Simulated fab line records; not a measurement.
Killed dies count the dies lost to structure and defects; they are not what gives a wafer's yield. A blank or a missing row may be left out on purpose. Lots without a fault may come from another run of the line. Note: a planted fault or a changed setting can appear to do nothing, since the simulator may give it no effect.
fab line records | flow sky130
[record] lots = 13 wafers = 39 last-day = 50
route steps=708 shown VT_ADJUST_LVTN@115 VT_ADJUST_PCH@152 LI_CONTACT@377 METAL1@435
lots with no fault: from the same line, run without faults
start-h: hours from the record's opening day to when the first of the lot's shown wafers began | wait-h: hours from the lot's prior step to this one | " identical to the entry in the row above | L1.1+2: a row that stands for several wafers | - no value, or no start was given | * or withheld: withheld | < > ~ a bound
route shown NAME@n: NAME is a module with steps in the file, n the number in the route of the first one | usual: the fault-free wafers' mean and standard deviation | same: alike in all rows | chamber/n: place in a boat | sites: per-site readings | _std_site: standard deviation of those values | _edge_site: inner sites' mean taken away from outer sites' mean | radius-mm: how far each site lies from the wafer's centre | mask NAME#n: copy n | behind: the tool/chamber that last shaped the wafer | hold: why the lot was held/for how many hours/how that ended | device: transistor that didn't switch, given as n, p or np | end of line: the route-end tests of the same wafers | step lacking rows: just its recipe | killed: count of dies lost to structure and defects at first sort (not the wafer's yield) | map: dies across one wafer; x = killed, . = not, _ = none there
set.NAME: the setting that was run; set.NAME@STEP: the one run at that earlier step | model.NAME: the simulator's own value behind a step, which no gauge read
one table for each step of the route and one row for each wafer, over a sample of lots
services: when a tool's chamber went out of use (start-h, in hours from the record's first day, below 0 if earlier), for how many hours, and the reason
[[steps]]
[step SKY_VT_ADJUST_LVTN_OVL_MEAS_18]
[usual] VT_ADJUST_LVTN_01_OVL = 0.3/1.4
// columns lot.wafer tool chamber start-h wait-h VT_ADJUST_LVTN_01_OVL[nm]
L497.1 overlay-02 - 162.58 0.1 1.0
L497.4 " - " " -0.1
L497.6 " - " " 2.4
L498.2 overlay-02 - 169.58 0.1 -0.2
L498.5 " - " " -1.9
L498.6 " - " " 0.5
L499.2 overlay-01 - 169.86 0.1 0.5
L499.4 " - " " -0.6
L499.5 " - " " -1.0
L500.2 overlay-01 - 178.26 0.1 -0.1
L500.4 " - " " -2.5
L500.6 " - " " 0.0
L502.3 overlay-01 - 206.16 0.1 -1.1
L502.4 " - " " -0.2
L502.5 " - " " 2.4
L503.1 overlay-02 - 206.45 0.1 0.9
L503.5 " - " " -0.3
L503.6 " - " " -1.1
L501.1 overlay-02 - 206.75 0.1 -0.9
L501.5 " - " " 0.7
L501.6 " - " " 1.2
L504.2 overlay-02 - 215.50 0.1 2.1
L504.3 " - " " 2.2
L504.5 " - " " 2.4
L505.1 overlay-01 - 217.95 0.1 2.1
L505.2 " - " " 1.6
L505.5 " - " " 0.9
L506.1 overlay-02 - 221.83 0.1 1.9
L506.5 " - " " -0.8
L506.6 " - " " -0.1
L515.4 overlay-02 - 284.38 0.1 -0.2
L515.5 " - " " 1.0
L515.6 " - " " 1.8
L516.3 overlay-02 - 290.91 0.1 0.1
L516.5 " - " " -1.2
L516.6 " - " " -1.5
L520.3 overlay-01 - 318.44 0.1 0.9
L520.5 " - " " -0.1
L520.6 " - " " -0.9
[step SKY_VT_ADJUST_PCH_STRIP_09]
[recipe] chemistry = O2/N2 power-w = 1400 pressure-mtorr = 1500 platen-temp-c = withheld o2-flow-sccm = 3000 n2-flow-sccm = 300 overash-fraction = 0.5
[usual] drypump-motor-current-A = 5.8/0.32 oes-product-au = 0.723/0.0045 strip-time-to-endpoint-s = 36.93/0.092
// columns lot.wafer tool chamber start-h wait-h drypump-motor-current-A oes-product-au rf-hours-counter-h strip-time-to-endpoint-s
L497.1 plasma-asher-01 1 226.93 0.1 6.3 0.718 43 37.04
L497.4 " 1 " " 6.3 0.721 - 36.94
L497.6 " 0 " " 6.2 0.720 - 37.00
L498.2 plasma-asher-03 0 234.62 0.1 6.0 0.725 11 37.04
L498.5 " 1 " " 5.7 0.722 - 37.08
L498.6 " 0 " " 6.0 0.729 - 36.98
L499.2 plasma-asher-01 0 234.89 0.1 6.2 0.715 44 37.03
L499.4 " 1 " " 6.4 0.722 - 37.07
L499.5 " 0 " " 6.2 0.719 - 36.95
L500.2 plasma-asher-01 0 244.99 0.1 6.2 0.722 45 36.87
L500.4 " 0 " " 6.1 0.724 - 36.92
L500.6 " 0 " " 6.1 0.720 - 36.86
L502.3 plasma-asher-03 0 276.41 0.1 5.9 0.732 - 36.88
L502.4 " 1 " " 5.7 0.721 - 36.91
L502.5 " 0 " " 6.0 0.719 - 36.86
L503.1 plasma-asher-01 0 277.44 0.1 6.2 0.717 48 36.72
L503.5 " 1 " " 6.4 0.721 - 36.81
L503.6 " 0 " " 6.2 0.727 - 36.69
L501.1 plasma-asher-04 1 277.48 0.1 5.6 0.724 60 36.96
L501.5 " 1 " " 5.6 0.728 - 37.02
L501.6 " 0 " " 5.4 0.708 - 37.02
L504.2 plasma-asher-03 1 287.53 0.1 5.7 0.728 16 37.05
L504.3 " 0 " " 6.0 0.725 - 37.01
L504.5 " 1 " " 5.7 0.720 - 37.04
L505.1 plasma-asher-03 1 290.67 0.1 5.7 0.720 16 36.76
L505.2 " 0 " " 6.0 0.720 16 36.82
L505.5 " 1 " " 5.7 0.726 - 36.85
L506.1 plasma-asher-01 0 294.04 0.1 6.1 0.720 50 36.87
L506.5 " 1 " " 6.3 0.725 - 37.01
L506.6 " 0 " " 6.1 0.719 - 36.82
L515.4 plasma-asher-04 1 363.96 0.1 5.6 0.633 - 45.51
L515.5 " 0 " " 5.4 0.630 - 45.50
L515.6 " 1 " " 5.6 0.629 - 45.36
L516.3 plasma-asher-04 0 373.07 0.1 5.4 0.633 - 45.33
L516.5 " 0 " " 5.4 0.642 - 45.38
L516.6 " 1 " " 5.6 0.629 - 45.38
L520.3 plasma-asher-01 1 403.63 0.1 6.3 0.726 - 36.85
L520.5 " 1 " " 6.3 0.726 - 36.96
L520.6 " 0 " " 6.2 0.728 - 36.91
[step SKY_LI_CONTACT_ETCH_15]
[recipe] target = PSG chemistry = C4F8/O2/Ar stop-on = Si taper-deg = 4.15 mask-material = KrF-thick source-w = 1500 bias-w = 1200 pressure-mtorr = 40 c4f8-flow-sccm = withheld O2_flow_sccm = 6 Ar_flow_sccm = 300 time-s = withheld target-depth-a = 6000
[usual] oes-product-au = 0.838/0.0047
// columns lot.wafer tool chamber start-h wait-h oes-product-au
L497.1 rie-diel-03 0 674.10 0.0 0.836
L497.4 " 1 " " 0.834
L497.6 " 2 " " 0.832
L498.2 rie-diel-02 3 681.97 0.0 0.841
L498.5 " 2 " " 0.833
L498.6 " 1 " " 0.835
L499.2 rie-diel-04 2 682.32 0.0 0.846
L499.4 " 0 " " 0.838
L499.5 " 2 " " 0.840
L500.2 rie-diel-03 1 697.20 0.0 0.835
L500.4 " 3 " " 0.839
L500.6 " 2 " " 0.833
L503.1 rie-diel-03 3 733.94 0.0 0.840
L503.5 " 3 " " 0.847
L503.6 " 0 " " 0.845
L502.3 rie-diel-02 1 736.00 0.0 0.836
L502.4 " 3 " " 0.833
L502.5 " 3 " " 0.838
L501.1 rie-diel-04 0 738.12 0.0 0.837
L501.5 " 1 " " 0.839
L501.6 " 0 " " 0.841
L504.2 rie-diel-04 1 742.57 0.0 0.842
L504.3 " 2 " " 0.835
L504.5 " 3 " " 0.840
L506.1 rie-diel-02 1 747.37 0.0 0.833
L506.5 " 2 " " 0.846
L506.6 " 1 " " 0.836
L505.1 rie-diel-04 0 749.12 0.0 0.838
L505.2 " 1 " " 0.839
L505.5 " 2 " " 0.838
L515.4 rie-diel-04 1 819.98 0.0 0.832
L515.5 " 0 " " 0.842
L515.6 " 2 " " 0.842
L516.3 rie-diel-02 3 833.09 0.0 0.837
L516.5 " 1 " " 0.837
L516.6 " 3 " " 0.842
L520.3 rie-diel-03 3 854.80 0.0 0.846
L520.5 " 3 " " 0.841
L520.6 " 0 " " 0.834
[step SKY_METAL1_SPUTTER_01]
[recipe] material = TiN target-thk-nm = 20 power-w = 6500 time-s = 16.7 chamber-pressure-pa = 0.4
[usual] cathode-dc-power-W = 6500.1/1.1 throttle-valve-pct = 29.5/0.93
// columns lot.wafer tool chamber start-h wait-h cathode-dc-power-W throttle-valve-pct
L497.1 pvd-sputter-01 - 735.10 0.0 6500.6 29.9
L497.4 " - " " 6500.1 27.9
L497.6 " - " " 6499.4 30.1
L498.2 pvd-sputter-03 - 742.01 0.0 6501.9 29.2
L498.5 " - " " 6498.5 30.7
L498.6 " - " " 6499.3 27.8
L499.2 pvd-sputter-01 - 742.48 0.0 6500.1 29.8
L499.4 " - " " 6499.5 30.2
L499.5 " - " " 6499.5 28.1
L500.2 pvd-sputter-01 - 757.43 0.0 6500.6 27.9
L500.4 " - " " 6499.3 29.7
L500.6 " - " " 6498.8 29.8
L503.1 pvd-sputter-02 - 791.16 0.0 6500.4 30.5
L503.5 " - " " 6500.8 29.2
L503.6 " - " " 6501.6 30.4
L502.3 pvd-sputter-02 - 794.51 0.0 6500.1 29.5
L502.4 " - " " 6500.8 30.3
L502.5 " - " " 6499.5 30.4
L501.1 pvd-sputter-02 - 795.23 0.0 6500.4 29.3
L501.5 " - " " 6499.9 30.3
L501.6 " - " " 6500.7 29.2
L504.2 pvd-sputter-01 - 800.46 0.0 6499.3 30.0
L504.3 " - " " 6498.1 30.0
L504.5 " - " " 6502.4 29.7
L506.1 pvd-sputter-01 - 806.89 0.0 6499.6 28.1
L506.5 " - " " 6500.9 27.9
L506.6 " - " " 6501.4 30.1
L505.1 pvd-sputter-03 - 807.19 0.0 6499.1 28.1
L505.2 " - " " 6499.0 30.8
L505.5 " - " " 6500.9 28.5
L515.4 pvd-sputter-01 - 876.35 0.0 6499.1 30.2
L515.5 " - " " 6500.2 29.8
L515.6 " - " " 6499.8 27.8
L516.3 pvd-sputter-02 - 890.28 0.0 6500.7 30.5
L516.5 " - " " 6502.4 29.6
L516.6 " - " " 6501.7 30.3
L520.3 pvd-sputter-01 - 910.43 0.0 6500.7 30.0
L520.5 " - " " 6500.4 30.1
L520.6 " - " " 6500.4 30.0
[[services]]
// columns tool chamber start-h hours kind
rie-diel-04 2 214.10 3.1 repair
rie-diel-04 0 218.69 7.6 repair
rie-diel-04 1 219.30 1.3 repair
plasma-asher-01 - 347.46 2.8 pm
pvd-sputter-01 - 363.41 2.0 repair
rie-diel-04 2 391.33 5.8 repair
pvd-sputter-01 - 399.51 3.4 repair
rie-diel-04 3 451.47 6.3 repair
rie-diel-04 - 453.12 1.3 repair
pvd-sputter-01 - 478.32 1.0 repair
rie-diel-04 - 499.19 14.6 pm
rie-diel-04 - 604.55 1.0 repair
rie-diel-04 - 631.94 0.4 repair
plasma-asher-01 - 637.24 0.8 repair
rie-diel-04 - 645.28 2.8 pm
rie-diel-04 - 654.56 10.0 pm
pvd-sputter-01 - 784.47 0.7 repair
rie-diel-04 3 797.73 35.4 repair
plasma-asher-01 - 818.64 16.4 pm
pvd-sputter-01 - 857.15 2.5 repair
pvd-sputter-01 - 868.29 0.9 repair
rie-diel-04 2 873.18 4.5 repair
rie-diel-04 2 885.43 29.3 repair
rie-diel-04 - 889.46 0.2 repair
[[key]]
[first-sign] step = SKY_VT_ADJUST_PCH_STRIP_09 reading = strip-time-to-endpoint-s direction = up sigmas = 92 usual = * struck = *
[effect] step = SKY_VT_ADJUST_PCH_STRIP_09 reading = oes-product-au direction = down sigmas = 20 usual = 0.723 struck = 0.633
met-at SKY_VT_ADJUST_PCH_STRIP_09
struck-lots L515,L516
tester-left-out L515,L516
not-acting-at SKY_VT_ADJUST_LVTN_OVL_MEAS_18,SKY_LI_CONTACT_ETCH_15,SKY_METAL1_SPUTTER_01
onset-between 277.48 363.96
[fault] kind = process-parameter-drift tool = plasma-asher-04 chamber = - onset-h = 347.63 steps = SKY_VT_ADJUST_PCH_STRIP_09 channel = power-w offset = * shape = step end-h = 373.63 acts-in = * stated = *
// tester-left-out: of these lots the tester's yield and bins aren't shown, on N5 and GAA mostly nor the transistor test; their killed dies are dies lost to structure and defects alone, not to doping, threshold or leakage, so they don't give the yield
